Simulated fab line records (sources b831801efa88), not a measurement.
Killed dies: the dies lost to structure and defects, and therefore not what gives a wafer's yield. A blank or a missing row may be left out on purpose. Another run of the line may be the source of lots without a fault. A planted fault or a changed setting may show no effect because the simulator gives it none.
fab line records	flow sky130
[record] lots = 6	wafers = 18	last-day = 50
route steps=708 shown PWDE@53 NWELL@56 PAD_OPEN@708
lots that met no fault: taken from a fault-free run of the same line
start-h: start of the lot's first displayed wafer, in hours after the record's first day	wait-h: hours since the lot's step before	" unchanged from the row above	L1.1+2: a single row standing in for several wafers	- no value present, or no start provided	* or withheld: withheld	< > ~ a bound
route shown NAME@n: a module of which the file shows steps, and the number in the route of the first	usual: mean/standard deviation taken from wafers without a fault	same: alike in all rows	chamber/n: place in a boat	sites: readings site by site	_std_site: standard deviation across them	_edge_site: outer sites' mean less inner sites'	radius-mm: how far each site lies from the wafer's centre	mask NAME#n: copy n	behind: the tool/chamber that last shaped the wafer	hold: why the lot was held/for how many hours/how that ended	device: the n, p or np transistor that did not switch	end of line: tests of these same wafers at the route's end	a step with no rows: only its recipe	killed: not the wafer's yield, but the dies lost to structure and defects at the first sort	map: per-die view of a wafer (x killed, . not killed, _ where there is no die)
set.NAME: the setting that was run; set.NAME@STEP: the one run at that earlier step	model.NAME: the simulator's own value behind a step, which no gauge read
lots at selected steps of the route; one table per step, one row per wafer
services: from which hour (start-h, from the record's first day; less than 0 if before it) a tool's chamber was out of use, for how many hours, and why
[[steps]]
[step SKY_PWDE_IMPLANT_08]
[recipe] species = B	energy-kev = 150	dose-cm2 = 3.6e+12	tilt-deg = withheld
[step SKY_PWDE_STRIP_09]
[recipe] chemistry = O2/N2	power-w = 1400	pressure-mtorr = 1500	platen-temp-c = withheld	o2-flow-sccm = 3000	n2-flow-sccm = 300	overash-fraction = 0.5
[usual] drypump-motor-current-A = 5.8/0.5	oes-product-au = 0.723/0.0043	strip-time-to-endpoint-s = 36.93/0.11
lot.wafer	tool	chamber	start-h	wait-h	drypump-motor-current-A	oes-product-au	rf-hours-counter-h	strip-time-to-endpoint-s
L606.2	plasma-asher-03	1	101.25	0.1	6.0	0.721	43	36.89
L606.5	"	0	"	"	6.1	0.719	-	37.02
L606.6	"	1	"	"	6.0	0.722	-	37.10
L609.3	plasma-asher-03	1	115.47	0.1	6.0	0.720	-	36.95
L609.5	"	1	"	"	6.0	0.721	-	36.89
L609.6	"	0	"	"	6.1	0.719	-	36.91
L613.2	plasma-asher-01	0	138.54	0.1	5.7	0.731	2	36.87
L613.4	"	1	"	"	4.8	0.724	-	36.80
L613.6	"	1	"	"	4.8	0.713	-	36.84
L614.3	plasma-asher-01	0	144.82	0.1	5.7	0.729	-	36.99
L614.5	"	1	"	"	4.8	0.718	-	37.08
L614.6	"	0	"	"	5.7	0.723	-	37.07
L623.1	plasma-asher-01	1	196.29	0.1	4.8	0.729	8	36.94
L623.5	"	1	"	"	4.8	0.727	-	37.08
L623.6	"	0	"	"	5.8	0.727	-	36.97
L624.1	plasma-asher-03	0	203.19	0.1	6.1	0.726	53	36.95
L624.3	"	0	"	"	6.1	0.717	-	36.82
L624.4	"	1	"	"	6.0	0.720	-	36.85
[step SKY_PWDE_TW_MEAS_10]
[usual] PWDE_TW = 374.5/1.9
lot.wafer	tool	chamber	start-h	wait-h	PWDE_TW
L606.2	film-metro-04	-	101.36	0.1	374.7
L606.5	"	-	"	"	375.7
L606.6	"	-	"	"	376.8
L609.3	film-metro-01	-	115.56	0.1	373.4
L609.5	"	-	"	"	375.3
L609.6	"	-	"	"	374.2
L613.2	film-metro-04	-	138.65	0.1	374.6
L613.4	"	-	"	"	373.2
L613.6	"	-	"	"	374.2
L614.3	film-metro-01	-	144.91	0.1	372.9
L614.5	"	-	"	"	374.3
L614.6	"	-	"	"	374.7
L623.1	film-metro-02	-	196.39	0.1	376.7
L623.5	"	-	"	"	377.4
L623.6	"	-	"	"	373.1
L624.1	film-metro-02	-	203.29	0.1	375.8
L624.3	"	-	"	"	378.1
L624.4	"	-	"	"	376.6
[step SKY_NWELL_DEHYDRATE_03]
[recipe] temp-c = 200	time-s = 60
[step SKY_NWELL_HMDS_04]
[recipe] prime-time-s = 60	prime-temp-c = 120
[step SKY_NWELL_COAT_05]
[recipe] spin-rpm = 2000	resist-thk-nm = 3000
[step SKY_NWELL_SOFTBAKE_06]
[recipe] temp-c = 110	time-s = withheld
[step SKY_NWELL_EXPOSE_07]
[recipe] mask-id = NWM	na = 0.6	source-shape = conventional	sigma-outer = 0.6	polarization = unpolarized	target-cd-nm = 840	dose-mj = 255
[step SKY_NWELL_PEB_08]
[recipe] temp-c = 115	time-s = withheld
[step SKY_NWELL_DEVELOP_09]
[recipe] wall-angle-deg = 90	developer = TMAH	develop-time-s = 60	dev-temp-c = 23
[step SKY_NWELL_OVL_MEAS_10]
[usual] NWELL_00_OVL = -0.1/1.6
lot.wafer	tool	chamber	start-h	wait-h	NWELL_00_OVL[nm]
L606.2	overlay-02	-	119.31	-	-1.0
L606.5	"	-	"	"	1.1
L606.6	"	-	"	"	-0.3
L609.3	overlay-02	-	133.96	-	2.1
L609.5	"	-	"	"	1.1
L609.6	"	-	"	"	2.4
L613.2	overlay-01	-	157.61	-	-0.9
L613.4	"	-	"	"	-2.6
L613.6	"	-	"	"	-1.5
L614.3	overlay-01	-	165.31	-	-2.2
L614.5	"	-	"	"	-1.8
L614.6	"	-	"	"	-3.0
L623.1	overlay-02	-	218.16	-	-0.2
L623.5	"	-	"	"	0.2
L623.6	"	-	"	"	1.5
L624.1	overlay-02	-	225.36	-	1.2
L624.3	"	-	"	"	0.6
L624.4	"	-	"	"	1.7
[step SKY_NWELL_IMPLANT_11]
[recipe] species = P	energy-kev = 400	dose-cm2 = 1.9e+13	tilt-deg = withheld
[step SKY_NWELL_IMPLANT_12]
[recipe] species = P	energy-kev = 120	dose-cm2 = 1.3e+12	tilt-deg = withheld
[usual] dose-ions-cm2 = 1.3002e+12/1.4e+09	faraday-current-uA = 7.34/0.15
lot.wafer	tool	chamber	start-h	wait-h	dose-ions-cm2	faraday-current-uA
L606.2	implanter-04	0	119.51	0.1	1.3003e+12	7.62
L606.5	"	0	"	"	1.301e+12	7.41
L606.6	"	0	"	"	1.3028e+12	7.30
L609.3	implanter-04	0	134.19	0.1	1.3016e+12	7.41
L609.5	"	0	"	"	1.3003e+12	7.31
L609.6	"	0	"	"	1.3013e+12	7.37
L613.2	implanter-04	0	157.81	0.1	1.4236e+12	7.68
L613.4	"	0	"	"	1.424e+12	7.87
L613.6	"	0	"	"	1.4229e+12	8.11
L614.3	implanter-04	0	165.54	0.1	1.4263e+12	7.97
L614.5	"	0	"	"	1.4264e+12	7.80
L614.6	"	0	"	"	1.4268e+12	7.92
L623.1	implanter-01	0	218.35	0.1	1.3009e+12	7.37
L623.5	"	0	"	"	1.3018e+12	7.46
L623.6	"	0	"	"	1.3027e+12	7.41
L624.1	implanter-02	0	225.55	0.1	1.2998e+12	7.63
L624.3	"	0	"	"	1.3008e+12	7.17
L624.4	"	0	"	"	1.3018e+12	7.45
[step SKY_NWELL_IMPLANT_13]
[recipe] species = P	energy-kev = 50	dose-cm2 = 7e+11	tilt-deg = withheld
[step SKY_NWELL_STRIP_14]
[recipe] chemistry = O2/N2	power-w = 1400	pressure-mtorr = 1500	platen-temp-c = withheld	o2-flow-sccm = 3000	n2-flow-sccm = 300	overash-fraction = 0.5
[usual] drypump-motor-current-A = 6.2/0.37	oes-product-au = 0.722/0.0043	strip-time-to-endpoint-s = 36.93/0.12
lot.wafer	tool	chamber	start-h	wait-h	drypump-motor-current-A	oes-product-au	rf-hours-counter-h	strip-time-to-endpoint-s
L606.2	plasma-asher-02	1	119.79	0.1	6.0	0.719	29	36.80
L606.5	"	0	"	"	6.4	0.716	-	36.91
L606.6	"	1	"	"	6.1	0.724	-	36.87
L609.3	plasma-asher-03	0	134.47	0.1	6.1	0.723	-	36.93
L609.5	"	0	"	"	6.1	0.724	-	36.96
L609.6	"	1	"	"	6.0	0.723	-	36.99
L613.2	plasma-asher-04	0	158.09	0.1	6.8	0.720	49	36.94
L613.4	"	0	"	"	6.8	0.717	-	36.82
L613.6	"	1	"	"	5.8	0.723	-	37.00
L614.3	plasma-asher-03	0	165.82	0.1	6.1	0.725	-	36.94
L614.5	"	0	"	"	6.1	0.720	-	36.85
L614.6	"	1	"	"	6.0	0.720	-	36.81
L623.1	plasma-asher-03	1	220.18	0.1	6.0	0.720	54	37.00
L623.5	"	1	"	"	6.0	0.727	-	37.02
L623.6	"	0	"	"	6.1	0.721	-	37.01
L624.1	plasma-asher-03	0	225.85	0.1	6.1	0.723	55	37.00
L624.3	"	0	"	"	6.1	0.722	-	37.09
L624.4	"	1	"	"	6.0	0.721	-	36.88
[step SKY_NWELL_TW_MEAS_15]
[usual] NWELL_TW = 1822/8.9
lot.wafer	tool	chamber	start-h	wait-h	NWELL_TW
L606.2	film-metro-04	-	119.90	0.1	1826
L606.5	"	-	"	"	1824
L606.6	"	-	"	"	1821
L609.3	film-metro-01	-	134.56	0.1	1822
L609.5	"	-	"	"	1814
L609.6	"	-	"	"	1815
L613.2	film-metro-04	-	158.20	0.1	1829
L613.4	"	-	"	"	1836
L613.6	"	-	"	"	1834
L614.3	film-metro-01	-	165.91	0.1	1824
L614.5	"	-	"	"	1821
L614.6	"	-	"	"	1829
L623.1	film-metro-01	-	220.28	0.1	1813
L623.5	"	-	"	"	1805
L623.6	"	-	"	"	1810
L624.1	film-metro-01	-	225.95	0.1	1820
L624.3	"	-	"	"	1815
L624.4	"	-	"	"	1808
[step SKY_NWELL_DEHYDRATE_16]
[recipe] temp-c = 200	time-s = 60
[step SKY_NWELL_HMDS_17]
[recipe] prime-time-s = 60	prime-temp-c = 120
[step SKY_NWELL_COAT_18]
[recipe] spin-rpm = 2000	resist-thk-nm = 3000
[step SKY_NWELL_SOFTBAKE_19]
[recipe] temp-c = 110	time-s = withheld
[step SKY_NWELL_EXPOSE_20]
[recipe] mask-id = NWM_COMPLEMENT	na = 0.6	source-shape = conventional	sigma-outer = 0.6	polarization = unpolarized	target-cd-nm = 840	dose-mj = 260
[step SKY_NWELL_PEB_21]
[recipe] temp-c = 115	time-s = withheld
[step SKY_NWELL_DEVELOP_22]
[recipe] wall-angle-deg = 90	developer = TMAH	develop-time-s = 60	dev-temp-c = 23
[step SKY_NWELL_OVL_MEAS_23]
[usual] NWELL_01_OVL = -0.3/1.3
lot.wafer	tool	chamber	start-h	wait-h	NWELL_01_OVL[nm]
L606.2	overlay-01	-	137.56	-	-1.5
L606.5	"	-	"	"	-0.8
L606.6	"	-	"	"	0.1
L609.3	overlay-01	-	153.22	-	0.4
L609.5	"	-	"	"	1.5
L609.6	"	-	"	"	1.9
L613.2	overlay-01	-	177.51	-	0.7
L613.4	"	-	"	"	1.2
L613.6	"	-	"	"	-0.1
L614.3	overlay-01	-	186.11	-	-0.4
L614.5	"	-	"	"	0.9
L614.6	"	-	"	"	-0.2
L623.1	overlay-02	-	241.70	-	-2.1
L623.5	"	-	"	"	-0.8
L623.6	"	-	"	"	-1.1
L624.1	overlay-02	-	248.85	-	-0.6
L624.3	"	-	"	"	-0.6
L624.4	"	-	"	"	0.0
[step SKY_NWELL_IMPLANT_24]
[recipe] species = B	energy-kev = 140	dose-cm2 = 9.2e+12	tilt-deg = withheld
[step SKY_NWELL_STRIP_25]
[recipe] chemistry = O2/N2	power-w = 1400	pressure-mtorr = 1500	platen-temp-c = withheld	o2-flow-sccm = 3000	n2-flow-sccm = 300	overash-fraction = 0.5
[usual] drypump-motor-current-A = 6.2/0.31	oes-product-au = 0.722/0.0046	strip-time-to-endpoint-s = 36.94/0.091
lot.wafer	tool	chamber	start-h	wait-h	drypump-motor-current-A	oes-product-au	rf-hours-counter-h	strip-time-to-endpoint-s
L606.2	plasma-asher-02	1	137.74	0.1	6.0	0.719	30	36.97
L606.5	"	0	"	"	6.3	0.724	-	36.81
L606.6	"	1	"	"	6.0	0.722	-	36.91
L609.3	plasma-asher-03	1	153.43	0.1	6.0	0.728	-	36.92
L609.5	"	1	"	"	6.0	0.722	-	37.03
L609.6	"	0	"	"	6.1	0.722	-	36.93
L613.2	plasma-asher-04	0	177.69	0.1	6.8	0.727	52	36.85
L613.4	"	1	"	"	5.8	0.716	-	36.80
L613.6	"	0	"	"	6.8	0.718	-	36.92
L614.3	plasma-asher-04	0	186.32	0.1	6.8	0.716	-	37.06
L614.5	"	0	"	"	6.9	0.722	-	37.01
L614.6	"	1	"	"	5.8	0.715	-	36.85
L623.1	plasma-asher-02	1	241.89	0.1	6.0	0.720	40	36.88
L623.5	"	0	"	"	6.4	0.717	-	36.84
L623.6	"	1	"	"	6.0	0.723	-	36.91
L624.1	plasma-asher-02	1	249.04	0.1	6.1	0.719	41	36.89
L624.3	"	0	"	"	6.4	0.724	-	36.95
L624.4	"	1	"	"	6.0	0.719	-	36.97
[step SKY_NWELL_TW_MEAS_26]
[usual] NWELL_2_TW = 497.4/2.6
lot.wafer	tool	chamber	start-h	wait-h	NWELL_2_TW
L606.2	film-metro-01	-	137.85	0.1	497.2
L606.5	"	-	"	"	493.9
L606.6	"	-	"	"	493.3
L609.3	film-metro-02	-	153.52	0.1	500.2
L609.5	"	-	"	"	497.7
L609.6	"	-	"	"	499.1
L613.2	film-metro-01	-	177.80	0.1	497.2
L613.4	"	-	"	"	497.7
L613.6	"	-	"	"	498.1
L614.3	film-metro-02	-	186.41	0.1	495.3
L614.5	"	-	"	"	494.5
L614.6	"	-	"	"	493.8
L623.1	film-metro-04	-	241.99	0.1	498.2
L623.5	"	-	"	"	498.6
L623.6	"	-	"	"	498.4
L624.1	film-metro-02	-	249.14	0.1	498.6
L624.3	"	-	"	"	498.0
L624.4	"	-	"	"	498.3
[step SKY_NWELL_CLEAN_27]
[recipe] chemistry = SC1/SC2	mix = 1:4:20	temp-c = 70	time-s = 150	dry = n2-spin
[step SKY_NWELL_RTA_28]
[recipe] temp-c = 1050	time-s = 30	idle-temp-c = 650	ramp-up-c-per-s = 150	ramp-down-c-per-s = 90	ambient = N2
[usual] lamp-power-pct = 25.31/0.055	wafer_temp_C_max = 1054.9/0.99
lot.wafer	tool	chamber	start-h	wait-h	lamp-power-pct	wafer_temp_C_max
L606.2	rtp-anneal-01	0	137.96	0.0	25.19	1055.4
L606.5	"	0	"	"	25.33	1056.1
L606.6	"	0	"	"	25.43	1054.7
L609.3	rtp-anneal-02	0	153.65	0.0	25.36	1054.5
L609.5	"	0	"	"	25.34	1055.4
L609.6	"	0	"	"	25.36	1055.4
L613.2	rtp-anneal-02	0	177.91	0.0	25.33	1054.4
L613.4	"	0	"	"	25.28	1054.9
L613.6	"	0	"	"	25.38	1058.3
L614.3	rtp-anneal-02	0	186.56	0.1	25.22	1054.7
L614.5	"	0	"	"	25.29	1055.8
L614.6	"	0	"	"	25.27	1055.2
L623.1	rtp-anneal-01	0	242.10	0.0	25.31	1055.2
L623.5	"	0	"	"	25.29	1055.9
L623.6	"	0	"	"	25.24	1055.9
L624.1	rtp-anneal-02	0	249.25	0.0	25.34	1053.6
L624.3	"	0	"	"	25.38	1053.5
L624.4	"	0	"	"	25.28	1053.8
[step SKY_NWELL_RS_MEAS_29]
[recipe] thk-meas-gauge = four-point-probe
[usual] NWELL_RS = 624.5/1.4
lot.wafer	tool	chamber	start-h	wait-h	NWELL_RS[ohm/sq]
L606.2	film-metro-02	-	138.07	0.1	626.1
L606.5	"	-	"	"	625.5
L606.6	"	-	"	"	625.8
L609.3	film-metro-01	-	153.76	0.1	624.7
L609.5	"	-	"	"	624.6
L609.6	"	-	"	"	623.8
L613.2	film-metro-04	-	178.02	0.1	619.8
L613.4	"	-	"	"	622.3
L613.6	"	-	"	"	622.6
L614.3	film-metro-02	-	186.74	0.1	620.9
L614.5	"	-	"	"	619.5
L614.6	"	-	"	"	619.3
L623.1	film-metro-01	-	242.20	0.1	624.9
L623.5	"	-	"	"	624.9
L623.6	"	-	"	"	624.6
L624.1	film-metro-01	-	249.35	0.1	622.8
L624.3	"	-	"	"	624.4
L624.4	"	-	"	"	623.2
[step SKY_PAD_OPEN_PROBE_99]
[usual] killed_at_M0_to_M3 = 43/6.7	killed_at_M4_up = 3.2/1.8	killed-at-contacts = 25/5.2	killed-at-front-end = 15/4.4	killed-at-other = 0.2/0.4	killed-dies = 87/9.3	killed-open = 48/7.1	killed-short = 39/6
[same] gross-dies = 492	killed-at-back-side = 0
lot.wafer	tool	chamber	start-h	wait-h	killed_at_M0_to_M3	killed_at_M4_up	killed-at-contacts	killed-at-front-end	killed-at-other	killed-dies	killed-open	killed-short	model.etest.pfet-g5v0d10v5.off-log10-a-um	model.etest.pfet_16v.vt-v	model.etest.pfet-g5v0d10v5.vt-long-v	model.etest.pfet_01v8_lvt.vt-sat-v	model.etest.pfet_01v8_lvt.vt-v	model.etest.pfet_01v8_lvt.vt-long-v
L606.2	prober-02	-	1119.04	0.1	44	3	22	12	0	81	43	38	-12.51	-1.08	-0.9157	-0.4443	-0.5357	-0.6521
L606.5	prober-02	-	1119.19	0.2	44	3	21	11	0	79	38	41	-12.66	-1.095	-0.9287	-0.4516	-0.5434	-0.6584
L606.6	prober-02	-	1119.24	0.2	38	4	17	10	0	69	44	25	-12.16	-1.08	-0.9145	-0.4376	-0.5306	-0.6496
L609.3	prober-01	-	1122.87	0.2	27	4	32	17	0	80	46	34	-13.08	-1.139	-0.9655	-0.4743	-0.5632	-0.6731
L609.5	prober-01	-	1122.97	0.2	46	5	28	9	0	88	46	42	-13.17	-1.129	-0.9571	-0.4773	-0.5645	-0.672
L609.6	prober-01	-	1123.02	0.2	41	1	27	14	0	83	47	36	-13.05	-1.136	-0.9623	-0.4742	-0.5617	-0.676
L613.2	prober-02	-	1155.41	0.1	54	1	30	13	0	98	58	40	-12.46	-1.094	-0.9315	-0.4237	-0.5208	-0.6391
L613.4	prober-02	-	1155.51	0.2	46	4	17	15	0	82	36	46	-12.53	-1.104	-0.9345	-0.425	-0.519	-0.6402
L613.6	prober-02	-	1155.61	0.2	42	1	22	18	0	83	41	42	-12.48	-1.082	-0.912	-0.4098	-0.5069	-0.6319
L614.3	prober-01	-	1158.55	0.2	48	1	22	16	0	87	45	42	-12.6	-1.118	-0.9418	-0.4668	-0.5542	-0.6764
L614.5	prober-01	-	1158.65	0.2	41	4	31	16	0	92	51	41	-12.46	-1.096	-0.9233	-0.4638	-0.5539	-0.6681
L614.6	prober-01	-	1158.70	0.2	43	0	30	22	0	95	52	43	-12.78	-1.106	-0.934	-0.4601	-0.5492	-0.6692
L623.1	prober-01	-	1199.92	0.1	45	5	16	13	0	79	31	48	-12.56	-1.095	-0.9253	-0.4587	-0.5454	-0.6591
L623.5	prober-01	-	1200.12	0.2	30	5	25	10	1	71	43	28	-12.74	-1.098	-0.9308	-0.4616	-0.5514	-0.6654
L623.6	prober-01	-	1200.17	0.2	47	4	23	12	0	86	50	36	-12.81	-1.108	-0.931	-0.4644	-0.5491	-0.6634
L624.1	prober-02	-	1201.42	0.1	40	5	27	11	0	83	48	35	-12.57	-1.099	-0.9304	-0.4487	-0.5341	-0.6516
L624.3	prober-02	-	1201.52	0.2	52	2	21	7	1	83	49	34	-12.71	-1.103	-0.9257	-0.4413	-0.5309	-0.6499
L624.4	prober-02	-	1201.57	0.2	37	2	25	11	0	75	36	39	-12.82	-1.097	-0.9282	-0.447	-0.5353	-0.6511
// killed by level:class
L606.2 VIA3:geometric-particle:open=9 VIA1:geometric-particle:open=9 LI_CONTACT:geometric-particle:open=6 VIA2:geometric-particle:open=6 POLY_GATE:geometric-particle:short=5 CONTACT:geometric-particle:open=5 METAL2:geometric-particle:short=5 CONTACT:geometric-particle:short=4
L606.5 VIA1:geometric-particle:open=11 CONTACT:geometric-particle:open=10 METAL3:geometric-particle:short=9 VIA3:geometric-particle:short=5 CONTACT:geometric-particle:short=4 METAL2:geometric-particle:short=4 VIA2:geometric-particle:short=4 POLY_GATE:geometric-particle:open=3
L606.6 VIA1:geometric-particle:open=14 CONTACT:geometric-particle:open=6 VIA2:geometric-particle:open=6 VIA3:geometric-particle:open=5 LI_CONTACT:geometric-particle:open=4 CONTACT:geometric-particle:short=4 METAL1:geometric-particle:short=4 SPACER:geometric-particle:open=3
L609.3 CONTACT:geometric-particle:open=16 LI_CONTACT:geometric-particle:open=8 POLY_GATE:geometric-particle:short=6 VIA1:geometric-particle:open=6 FIELD_ISO:geometric-particle:short=5 VIA2:geometric-particle:open=5 LI_CONTACT:geometric-particle:short=4 METAL1:geometric-particle:short=4
L609.5 CONTACT:geometric-particle:open=13 VIA1:geometric-particle:open=10 METAL1:geometric-particle:short=7 VIA2:geometric-particle:open=6 CONTACT:geometric-particle:short=6 VIA1:geometric-particle:short=5 METAL4:geometric-particle:short=5 METAL2:geometric-particle:short=5
L609.6 CONTACT:geometric-particle:open=11 VIA1:geometric-particle:open=9 VIA3:geometric-particle:open=7 LI_CONTACT:geometric-particle:open=6 VIA1:geometric-particle:short=6 METAL2:geometric-particle:short=6 FIELD_ISO:geometric-particle:open=4 VIA3:geometric-particle:short=4
L613.2 CONTACT:geometric-particle:open=16 VIA1:geometric-particle:open=12 VIA2:geometric-particle:open=9 VIA1:geometric-particle:short=7 VIA3:geometric-particle:open=7 METAL2:geometric-particle:short=6 METAL1:geometric-particle:short=5 POLY_GATE:geometric-particle:open=4
L613.4 METAL1:geometric-particle:short=11 VIA1:geometric-particle:open=9 CONTACT:geometric-particle:short=7 METAL2:geometric-particle:short=7 POLY_GATE:geometric-particle:open=6 LOCAL_INTERCONNECT:geometric-particle:short=5 VIA3:geometric-particle:open=5 VIA1:geometric-particle:short=4
L613.6 VIA1:geometric-particle:open=12 CONTACT:geometric-particle:open=9 VIA1:geometric-particle:short=9 FIELD_ISO:geometric-particle:short=6 METAL2:geometric-particle:short=6 FIELD_ISO:geometric-particle:open=4 POLY_GATE:geometric-particle:short=4 LI_CONTACT:geometric-particle:open=4
L614.3 VIA1:geometric-particle:open=12 FIELD_ISO:geometric-particle:short=8 LI_CONTACT:geometric-particle:open=8 VIA3:geometric-particle:open=6 VIA2:geometric-particle:open=6 METAL1:geometric-particle:short=6 VIA1:geometric-particle:short=6 LI_CONTACT:geometric-particle:short=4
L614.5 CONTACT:geometric-particle:open=14 VIA1:geometric-particle:open=9 CONTACT:geometric-particle:short=6 VIA3:geometric-particle:open=6 LI_CONTACT:geometric-particle:open=5 VIA1:geometric-particle:short=5 METAL2:geometric-particle:short=5 FIELD_ISO:geometric-particle:open=4
L614.6 VIA1:geometric-particle:open=13 LI_CONTACT:geometric-particle:open=8 FIELD_ISO:geometric-particle:short=7 FIELD_ISO:geometric-particle:open=6 LOCAL_INTERCONNECT:geometric-particle:short=6 CONTACT:geometric-particle:open=6 METAL2:geometric-particle:short=6 LI_CONTACT:geometric-particle:short=5
L623.1 VIA1:geometric-particle:open=10 METAL1:geometric-particle:short=7 METAL2:geometric-particle:short=5 CONTACT:geometric-particle:open=5 VIA1:geometric-particle:short=5 METAL4:geometric-particle:short=5 POLY_GATE:geometric-particle:short=4 LOCAL_INTERCONNECT:geometric-particle:short=4
L623.5 CONTACT:geometric-particle:open=10 VIA3:geometric-particle:open=8 VIA1:geometric-particle:open=7 LI_CONTACT:geometric-particle:open=6 CONTACT:geometric-particle:short=5 POLY_GATE:geometric-particle:short=4 VIA1:geometric-particle:short=4 VIA2:geometric-particle:open=4
L623.6 VIA1:geometric-particle:open=18 VIA1:geometric-particle:short=7 LI_CONTACT:geometric-particle:open=7 LOCAL_INTERCONNECT:geometric-particle:short=7 VIA3:geometric-particle:open=6 CONTACT:geometric-particle:open=6 VIA2:geometric-particle:open=5 METAL1:geometric-particle:short=4
L624.1 CONTACT:geometric-particle:open=10 VIA3:geometric-particle:open=7 METAL2:geometric-particle:short=7 LI_CONTACT:geometric-particle:open=6 VIA1:geometric-particle:short=6 CONTACT:geometric-particle:short=5 VIA2:geometric-particle:open=5 FIELD_ISO:geometric-particle:open=4
L624.3 VIA2:geometric-particle:open=11 VIA1:geometric-particle:open=9 LI_CONTACT:geometric-particle:open=8 CONTACT:geometric-particle:open=7 METAL2:geometric-particle:short=6 VIA3:geometric-particle:open=6 VIA1:geometric-particle:short=5 METAL1:geometric-particle:short=4
L624.4 LI_CONTACT:geometric-particle:open=9 METAL2:geometric-particle:short=7 CONTACT:geometric-particle:open=6 VIA1:geometric-particle:open=5 LOCAL_INTERCONNECT:geometric-particle:short=5 METAL1:geometric-particle:short=4 VIA3:geometric-particle:open=4 METAL3:geometric-particle:short=4
[[services]]
tool	chamber	start-h	hours	kind
implanter-01	-	104.67	11.4	pm
plasma-asher-03	-	105.98	2.8	pm
plasma-asher-01	-	108.75	9.0	pm
plasma-asher-01	0	108.75	9.0	vent-cycle
plasma-asher-01	1	108.75	9.0	vent-cycle
implanter-04	-	114.66	3.7	pm
plasma-asher-01	0	117.75	-	clean
plasma-asher-01	1	117.75	-	clean
implanter-02	-	127.72	3.1	pm
plasma-asher-02	-	128.01	9.0	repair
implanter-04	-	187.61	2.0	repair
implanter-02	-	208.42	1.6	repair
implanter-02	-	210.45	10.0	repair
implanter-01	-	228.35	4.5	repair
[[key]]
[first-sign] step = SKY_NWELL_IMPLANT_12	reading = dose-ions-cm2	direction = up	sigmas = 88	usual = *	struck = *
[effect] step = SKY_NWELL_IMPLANT_12	reading = faraday-current-uA	direction = up	sigmas = 3.8	usual = 7.34	struck = 7.89
[effect] step = SKY_NWELL_RS_MEAS_29	reading = NWELL_RS	direction = down	sigmas = 2.6	usual = 624.5	struck = 620.7
[model-effect] step = SKY_PAD_OPEN_PROBE_99	value = etest.pfet-g5v0d10v5.off-log10-a-um	without = -12.09	struck = -12.55
met-at SKY_NWELL_IMPLANT_12
struck-wafers L613.2,L613.4,L613.6,L614.3,L614.5,L614.6
tester-left-out L613,L614
onset-between 134.19 157.81
[fault] kind = process-parameter-drift	tool = implanter-04	chamber = -	onset-h = 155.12	steps = SKY_NWELL_IMPLANT_12	channel = dose-cm2	offset = *	shape = step	end-h = 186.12	acts-in = *	stated = *
// tester-left-out: of these lots the tester's yield and bins aren't shown, on N5 and GAA mostly nor the transistor test; their killed dies are dies lost to structure and defects alone, not to doping, threshold or leakage, so they don't give the yield
